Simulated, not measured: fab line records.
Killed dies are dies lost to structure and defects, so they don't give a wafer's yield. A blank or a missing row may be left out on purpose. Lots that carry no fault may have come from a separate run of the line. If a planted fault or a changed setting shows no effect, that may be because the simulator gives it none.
Which tool was responsible? :: flow gf180mcu :: 7 lots, 21 wafers sampled, at 2 steps of a route of 602

WHAT THE GAUGES READ, wafer by wafer
GF_PSD_TW_MEAS_11.
lot: L910
measured: day 14 20:47
on: film-metro-01
PSD_TW: 3197 3187 3211

lot: L913
measured: day 16 04:34
on: film-metro-01
PSD_TW: 3201 3202 3208

lot: L915
measured: day 17 01:20
on: film-metro-02
PSD_TW: 3190 3177 3201

lot: L917
measured: day 17 12:08
on: film-metro-04
PSD_TW: 3143 3149 3149

lot: L926
measured: day 20 20:08
on: film-metro-04
PSD_TW: 3139 3136 3138

lot: L929
measured: day 21 20:51
on: film-metro-01
PSD_TW: 3197 3217 3207

lot: L931
measured: day 22 11:42
on: film-metro-04
PSD_TW: 3175 3150 3154

WHICH TOOL RAN EACH LOT (tool, then ch and the chambers of the sampled wafers, then the start)
lot: L910
GF_MVSD_DEVELOP_06: litho-track-01 ch 0, day 4 14:00

lot: L913
GF_MVSD_DEVELOP_06: litho-track-01 ch 0, day 5 09:00

lot: L915
GF_MVSD_DEVELOP_06: litho-track-02, day 5 23:00

lot: L917
GF_MVSD_DEVELOP_06: litho-track-01, day 6 06:00

lot: L926
GF_MVSD_DEVELOP_06: litho-track-02 ch 0, day 8 14:00

lot: L929
GF_MVSD_DEVELOP_06: litho-track-01 ch 0, day 9 09:00

lot: L931
GF_MVSD_DEVELOP_06: litho-track-02 ch 0, day 9 20:00
- GF_MVSD_DEVELOP_06: develop time 60 s.

THE ANSWER, worked out from the rows above alone
Rule: what is usual is taken from the lots themselves. Put in order of their means at a reading, lots are off if they are a third of the lots or fewer, leave a main group of 4 or more, and stand apart from it by a gap of 3 or more times the standard deviation of the main group's means; of several such gaps the widest counts. A main group whose means are all the same, to the digits that the tables above print for the reading, isn't used. A lot without any number at a reading at which 4 lots or more have one is off too. Where the step has rows for the other lots, those lots are counted as sound.
No lot is off at any reading shown: from this, nothing can be told.

WHAT THE SIMULATOR HAD PUT IN
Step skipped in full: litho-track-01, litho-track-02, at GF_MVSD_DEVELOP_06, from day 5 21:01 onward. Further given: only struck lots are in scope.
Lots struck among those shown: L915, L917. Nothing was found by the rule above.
